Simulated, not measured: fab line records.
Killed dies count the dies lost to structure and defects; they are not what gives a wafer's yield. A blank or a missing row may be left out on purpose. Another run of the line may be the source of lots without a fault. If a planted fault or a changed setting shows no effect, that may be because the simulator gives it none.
Chamber matching / flow sky130 / SKY_PASSIVATION_CVD_02 on pecvd-03: 3 sister chambers
The step deposits Si3N4, target thk 540 nm. 3 wafers are shown with their chamber, then 11 later ones without.

EACH WAFER AND ITS CHAMBER
wafer=L090.2; chamber=1; heaterPowerW (W)=665
wafer=L090.5; chamber=2; heaterPowerW (W)=631
wafer=L092.1; chamber=0; heaterPowerW (W)=633

WAFERS WHOSE CHAMBER IS MISSING
wafer=L092.2; heaterPowerW (W)=760
wafer=L092.5; heaterPowerW (W)=768
wafer=L093.1; heaterPowerW (W)=770
wafer=L093.2; heaterPowerW (W)=597
wafer=L093.6; heaterPowerW (W)=614
wafer=L094.4; heaterPowerW (W)=760
wafer=L094.5; heaterPowerW (W)=616
wafer=L094.6; heaterPowerW (W)=745
wafer=L095.1; heaterPowerW (W)=737
wafer=L095.4; heaterPowerW (W)=632
wafer=L095.6; heaterPowerW (W)=655

THE CHAMBER EACH PASSED THROUGH
wafer=L092.2; from the rows above=can't be placed: 1 or 0 or 2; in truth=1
wafer=L092.5; from the rows above=can't be placed: 1 or 0 or 2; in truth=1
wafer=L093.1; from the rows above=can't be placed: 1 or 0 or 2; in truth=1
wafer=L093.2; from the rows above=can't be placed: 2 or 0 or 1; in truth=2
wafer=L093.6; from the rows above=can't be placed: 2 or 0 or 1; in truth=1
wafer=L094.4; from the rows above=can't be placed: 1 or 0 or 2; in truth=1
wafer=L094.5; from the rows above=can't be placed: 2 or 0 or 1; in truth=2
wafer=L094.6; from the rows above=can't be placed: 1 or 0 or 2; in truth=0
wafer=L095.1; from the rows above=can't be placed: 1 or 0 or 2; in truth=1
wafer=L095.4; from the rows above=can't be placed: 0 or 2 or 1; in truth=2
wafer=L095.6; from the rows above=can't be placed: 1 or 0 or 2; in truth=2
Correctly placed: 0 of 11. These rows do not allow placing 11 (true chamber among the candidates in 11). Number placed wrongly: 0.
How it was worked out, from the rows above alone: a wafer's distance from a chamber is the root of the sum, over the readings, of the square of ((its reading less the chamber's mean) divided by the reading's scatter). If the next closest chamber is less than 2 further off than the closest, the wafer can't be placed; otherwise it belongs to the closest. The mean given for a chamber averages the wafers shown for that chamber. The scatter (one wafer shown for each chamber): square how far every hidden wafer sits from the nearest shown wafer, average those squares and take the square root.
